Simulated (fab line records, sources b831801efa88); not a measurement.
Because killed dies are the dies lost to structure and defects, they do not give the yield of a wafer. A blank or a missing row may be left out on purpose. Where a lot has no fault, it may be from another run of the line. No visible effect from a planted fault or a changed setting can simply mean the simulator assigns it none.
Which tool was responsible? || flow sky130 || Sampling: 12 lots, 36 wafers, 4 of 708 route steps

## WHAT EACH GAUGE READ, for each wafer
SKY_VT_ADJUST_LVTN_TW_MEAS_10. Usual: VT_ADJUST_LVTN_TW typically reads 244.0, with standard deviation 1.7.
{"lot": "L904", "measured": "day 6 22:20", "on": "film metro-02", "VT_ADJUST_LVTN_TW": "247.1 246.1 246.5", "flag": ""}
{"lot": "L906", "measured": "day 7 11:46", "on": "film metro-03", "VT_ADJUST_LVTN_TW": "241.1 242.4 240.8", "flag": ""}
{"lot": "L908", "measured": "day 8 00:04", "on": "film metro-03", "VT_ADJUST_LVTN_TW": "241.5 240.5 242.1", "flag": ""}
{"lot": "L910", "measured": "day 8 11:14", "on": "film metro-01", "VT_ADJUST_LVTN_TW": "245.2 246.4 246.1", "flag": ""}
{"lot": "L911", "measured": "day 8 17:22", "on": "film metro-02", "VT_ADJUST_LVTN_TW": "264.2 264.8 264.0", "flag": "OFF"}
{"lot": "L913", "measured": "day 9 06:21", "on": "film metro-01", "VT_ADJUST_LVTN_TW": "242.4 243.6 243.8", "flag": ""}
{"lot": "L916", "measured": "day 10 08:28", "on": "film metro-03", "VT_ADJUST_LVTN_TW": "261.6 260.9 260.8", "flag": "OFF"}
{"lot": "L917", "measured": "day 10 17:33", "on": "film metro-02", "VT_ADJUST_LVTN_TW": "245.6 245.6 245.0", "flag": ""}
{"lot": "L923", "measured": "day 12 05:53", "on": "film metro-02", "VT_ADJUST_LVTN_TW": "244.8 246.0 245.4", "flag": ""}
{"lot": "L924", "measured": "day 12 12:11", "on": "film metro-03", "VT_ADJUST_LVTN_TW": "244.4 244.1 243.6", "flag": ""}
{"lot": "L925", "measured": "day 12 17:38", "on": "film metro-01", "VT_ADJUST_LVTN_TW": "245.1 243.7 243.4", "flag": ""}
{"lot": "L927", "measured": "day 13 04:47", "on": "film metro-02", "VT_ADJUST_LVTN_TW": "245.7 244.1 246.0", "flag": ""}

SKY_VT_ADJUST_NCORE_TW_MEAS_11. Usual: VT_ADJUST_NCORE_TW typically reads 220.1, with standard deviation 1.7.
{"lot": "L904", "measured": "day 8 14:32", "on": "film metro-04", "VT_ADJUST_NCORE_TW": "218.9 218.1 217.9", "flag": ""}
{"lot": "L906", "measured": "day 9 04:58", "on": "film metro-03", "VT_ADJUST_NCORE_TW": "218.0 218.2 217.8", "flag": ""}
{"lot": "L908", "measured": "day 9 17:47", "on": "film metro-04", "VT_ADJUST_NCORE_TW": "218.3 219.0 219.7", "flag": ""}
{"lot": "L910", "measured": "day 10 07:07", "on": "film metro-01", "VT_ADJUST_NCORE_TW": "221.7 222.4 222.8", "flag": ""}
{"lot": "L911", "measured": "day 10 13:32", "on": "film metro-04", "VT_ADJUST_NCORE_TW": "218.2 219.3 219.4", "flag": ""}
{"lot": "L913", "measured": "day 11 03:34", "on": "film metro-04", "VT_ADJUST_NCORE_TW": "219.5 219.7 219.5", "flag": ""}
{"lot": "L916", "measured": "day 12 08:14", "on": "film metro-03", "VT_ADJUST_NCORE_TW": "221.6 222.4 222.0", "flag": ""}
{"lot": "L917", "measured": "day 12 18:16", "on": "film metro-01", "VT_ADJUST_NCORE_TW": "223.4 223.6 222.5", "flag": ""}
{"lot": "L923", "measured": "day 14 09:39", "on": "film metro-01", "VT_ADJUST_NCORE_TW": "221.4 220.9 222.3", "flag": ""}
{"lot": "L924", "measured": "day 14 15:38", "on": "film metro-03", "VT_ADJUST_NCORE_TW": "218.7 217.4 216.4", "flag": ""}
{"lot": "L925", "measured": "day 14 22:28", "on": "film metro-04", "VT_ADJUST_NCORE_TW": "218.5 217.7 217.4", "flag": ""}
{"lot": "L927", "measured": "day 15 10:23", "on": "film metro-04", "VT_ADJUST_NCORE_TW": "219.5 218.1 218.4", "flag": ""}

SKY_SD_N_OVL_MEAS_08. Usual: SD_N_OVL typically reads -0.1 nm, with standard deviation 1.2.
{"lot": "L904", "measured": "day 27 21:27", "on": "overlay-01", "SD_N_OVL (nm)": "-0.5 -1.8 -3.0", "flag": ""}
{"lot": "L906", "measured": "day 28 19:11", "on": "overlay-02", "SD_N_OVL (nm)": "-1.7 -1.2 -1.9", "flag": ""}
{"lot": "L908", "measured": "day 29 08:08", "on": "overlay-01", "SD_N_OVL (nm)": "-1.7 -2.2 -1.7", "flag": ""}
{"lot": "L910", "measured": "day 30 02:35", "on": "overlay-01", "SD_N_OVL (nm)": "-1.3 1.7 0.0", "flag": ""}
{"lot": "L911", "measured": "day 30 08:52", "on": "overlay-01", "SD_N_OVL (nm)": "1.1 0.9 2.2", "flag": ""}
{"lot": "L913", "measured": "day 31 02:10", "on": "overlay-02", "SD_N_OVL (nm)": "0.0 -1.4 1.1", "flag": ""}
{"lot": "L916", "measured": "day 32 08:29", "on": "overlay-01", "SD_N_OVL (nm)": "-0.3 0.8 2.0", "flag": ""}
{"lot": "L917", "measured": "day 32 15:55", "on": "overlay-01", "SD_N_OVL (nm)": "-0.4 2.3 -0.9", "flag": ""}
{"lot": "L923", "measured": "day 34 09:42", "on": "overlay-02", "SD_N_OVL (nm)": "-1.6 0.9 0.2", "flag": ""}
{"lot": "L924", "measured": "day 34 16:22", "on": "overlay-02", "SD_N_OVL (nm)": "-1.2 -1.3 -1.5", "flag": ""}
{"lot": "L925", "measured": "day 34 20:59", "on": "overlay-01", "SD_N_OVL (nm)": "0.8 2.5 2.5", "flag": ""}
{"lot": "L927", "measured": "day 35 08:41", "on": "overlay-01", "SD_N_OVL (nm)": "-0.8 -0.8 1.2", "flag": ""}

## TOOL THAT RAN EACH LOT (tool first, then ch and the chambers of the sampled wafers, then the start)
{"lot": "L904", "SKY_VT_ADJUST_LVTN_IMPLANT_08": "implanter-04 ch 0, day 6 22:06"}
{"lot": "L906", "SKY_VT_ADJUST_LVTN_IMPLANT_08": "implanter-01 ch 0, day 7 11:31"}
{"lot": "L908", "SKY_VT_ADJUST_LVTN_IMPLANT_08": "implanter-01 ch 0, day 7 23:50"}
{"lot": "L910", "SKY_VT_ADJUST_LVTN_IMPLANT_08": "implanter-01 ch 0, day 8 10:59"}
{"lot": "L911", "SKY_VT_ADJUST_LVTN_IMPLANT_08": "implanter-01 ch 0, day 8 17:07"}
{"lot": "L913", "SKY_VT_ADJUST_LVTN_IMPLANT_08": "implanter-02 ch 0, day 9 06:06"}
{"lot": "L916", "SKY_VT_ADJUST_LVTN_IMPLANT_08": "implanter-01 ch 0, day 10 08:15"}
{"lot": "L917", "SKY_VT_ADJUST_LVTN_IMPLANT_08": "implanter-02 ch 0, day 10 17:18"}
{"lot": "L923", "SKY_VT_ADJUST_LVTN_IMPLANT_08": "implanter-02 ch 0, day 12 05:40"}
{"lot": "L924", "SKY_VT_ADJUST_LVTN_IMPLANT_08": "implanter-02 ch 0, day 12 11:56"}
{"lot": "L925", "SKY_VT_ADJUST_LVTN_IMPLANT_08": "implanter-01 ch 0, day 12 17:23"}
{"lot": "L927", "SKY_VT_ADJUST_LVTN_IMPLANT_08": "implanter-04 ch 0, day 13 04:34"}
- SKY_VT_ADJUST_LVTN_IMPLANT_08

## WHAT THE TOOLS THEMSELVES READ (means of the sampled wafers that have a number; where no wafer has one, the mark that the record gives instead)
SKY_VT_ADJUST_LVTN_IMPLANT_08. Usual: dose ions cm2 1.5699e+12, standard deviation 1.7e+09; end station pressure torr 5.02e-06 Torr, standard deviation 2.8e-07; faraday current uA 8.84, standard deviation 0.18.
{"lot": "L904", "tool": "implanter-04", "dose ions cm2": 1.5691e+12, "end station pressure torr (Torr)": 5.14e-06, "faraday current uA": 8.88, "flag": ""}
{"lot": "L906", "tool": "implanter-01", "dose ions cm2": 1.5677e+12, "end station pressure torr (Torr)": 5.22e-06, "faraday current uA": 8.87, "flag": ""}
{"lot": "L908", "tool": "implanter-01", "dose ions cm2": 1.5710e+12, "end station pressure torr (Torr)": 4.90e-06, "faraday current uA": 8.92, "flag": ""}
{"lot": "L910", "tool": "implanter-01", "dose ions cm2": 1.5702e+12, "end station pressure torr (Torr)": 4.84e-06, "faraday current uA": 9.04, "flag": ""}
{"lot": "L911", "tool": "implanter-01", "dose ions cm2": 2.0287e+12, "end station pressure torr (Torr)": 5.06e-06, "faraday current uA": 11.33, "flag": "OFF"}
{"lot": "L913", "tool": "implanter-02", "dose ions cm2": 1.5708e+12, "end station pressure torr (Torr)": 4.97e-06, "faraday current uA": 8.84, "flag": ""}
{"lot": "L916", "tool": "implanter-01", "dose ions cm2": 2.0310e+12, "end station pressure torr (Torr)": 5.17e-06, "faraday current uA": 11.52, "flag": "OFF"}
{"lot": "L917", "tool": "implanter-02", "dose ions cm2": 1.5707e+12, "end station pressure torr (Torr)": 5.07e-06, "faraday current uA": 8.54, "flag": ""}
{"lot": "L923", "tool": "implanter-02", "dose ions cm2": 1.5697e+12, "end station pressure torr (Torr)": 5.06e-06, "faraday current uA": 8.70, "flag": ""}
{"lot": "L924", "tool": "implanter-02", "dose ions cm2": 1.5700e+12, "end station pressure torr (Torr)": 5.06e-06, "faraday current uA": 8.94, "flag": ""}
{"lot": "L925", "tool": "implanter-01", "dose ions cm2": 1.5702e+12, "end station pressure torr (Torr)": 4.88e-06, "faraday current uA": 8.71, "flag": ""}
{"lot": "L927", "tool": "implanter-04", "dose ions cm2": 1.5689e+12, "end station pressure torr (Torr)": 4.64e-06, "faraday current uA": 8.86, "flag": ""}

## THE ANSWER, worked out from the rows above alone
Rule: a lot counts as off when the mean over its wafers that have a number is more than 3 standard deviations away from the usual mean. Also off: a lot with no number at a reading for which 4 or more lots have one. Where the step has rows for the other lots, those lots are counted as sound. First the gauges in route order, then the tools' own readings, where a lot's mean is used as printed above. At the first step where some lot is off, the reading lying furthest off is the one used; lots without a number count as furthest.
Off: at SKY_VT_ADJUST_LVTN_TW_MEAS_10 (VT_ADJUST_LVTN_TW), L911, L916.
A tool fits if, at a process step before that reading, it ran every lot that is off, and no sound lot after the first of them. Not tried: the gauges at SKY_VT_ADJUST_LVTN_TW_MEAS_10; whatever is off there is also off at SKY_VT_ADJUST_LVTN_IMPLANT_08, on other tools, and gauge error can't account for it. No candidate that was tried fits.

## WHAT THE SIMULATOR HAD INSERTED
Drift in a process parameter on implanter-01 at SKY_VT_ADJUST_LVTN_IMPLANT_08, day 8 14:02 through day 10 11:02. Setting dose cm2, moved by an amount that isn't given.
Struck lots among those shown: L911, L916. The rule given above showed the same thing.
